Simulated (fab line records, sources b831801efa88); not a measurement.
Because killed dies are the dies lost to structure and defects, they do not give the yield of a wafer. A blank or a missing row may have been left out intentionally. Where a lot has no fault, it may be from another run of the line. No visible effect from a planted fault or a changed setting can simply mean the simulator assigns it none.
The tool behind it: which one? / flow sky130 / 18 wafers from 6 lots sampled at 2 of the route's 708 steps

WHAT THE GAUGES SHOWED, per wafer
SKY_SD_N_RS_MEAS_16: the measuring method here is four-point-probe.
lot=L796; measured=day 29 01:40; on=film metro-02; SD_N_RS (ohm/sq)=68.48 68.59 68.45
lot=L799; measured=day 31 03:55; on=film metro-03; SD_N_RS (ohm/sq)=68.48 68.53 68.62
lot=L806; measured=day 31 18:04; on=film metro-03; SD_N_RS (ohm/sq)=68.56 68.56 68.50
lot=L809; measured=day 32 19:31; on=film metro-03; SD_N_RS (ohm/sq)=66.85 66.72 66.83
lot=L816; measured=day 35 02:31; on=film metro-04; SD_N_RS (ohm/sq)=68.53 68.58 68.50
lot=L818; measured=day 35 13:25; on=film metro-02; SD_N_RS (ohm/sq)=68.62 68.57 68.57

TOOL THAT RAN EACH LOT (tool first, then ch and the chambers of the sampled wafers, then the start)
lot=L796; SKY_SD_N_RTA_14=rtp anneal-01 ch 0, day 29 01:29
lot=L799; SKY_SD_N_RTA_14=rtp anneal-02 ch 0, day 31 03:44
lot=L806; SKY_SD_N_RTA_14=rtp anneal-01 ch 0, day 31 17:53
lot=L809; SKY_SD_N_RTA_14=rtp anneal-02 ch 0, day 32 19:20
lot=L816; SKY_SD_N_RTA_14=rtp anneal-01 ch 0, day 35 02:20
lot=L818; SKY_SD_N_RTA_14=rtp anneal-01 ch 0, day 35 13:14
- SKY_SD_N_RTA_14: time 2 s.

THE ANSWER, worked out from the rows above alone
Rule: the usual values come from the lots themselves. Put in order of their means at a reading, lots are off if they are a third of the lots or fewer, leave a main group of 4 or more, and stand apart from it by a gap of 3 or more times the standard deviation of the main group's means; of several such gaps the widest counts. A main group whose means are all the same, to the digits that the tables above print for the reading, isn't used. A lot without any number at a reading at which 4 lots or more have one is off too. All remaining lots with rows at the step are treated as sound.
Off: at SKY_SD_N_RS_MEAS_16 (SD_N_RS), L809. The main group has a mean of 68.54 ohm/sq with a standard deviation of 0.026.
A tool fits if, at a process step before that reading, it ran every lot that is off, and no sound lot after the first of them. Gauges at SKY_SD_N_RS_MEAS_16: tried the same way as those tools. 2 tools fit, rtp anneal-02 at SKY_SD_N_RTA_14 and film metro-03 at SKY_SD_N_RS_MEAS_16, so this cannot tell which one it is.

WHAT THE SIMULATOR HAD PUT IN
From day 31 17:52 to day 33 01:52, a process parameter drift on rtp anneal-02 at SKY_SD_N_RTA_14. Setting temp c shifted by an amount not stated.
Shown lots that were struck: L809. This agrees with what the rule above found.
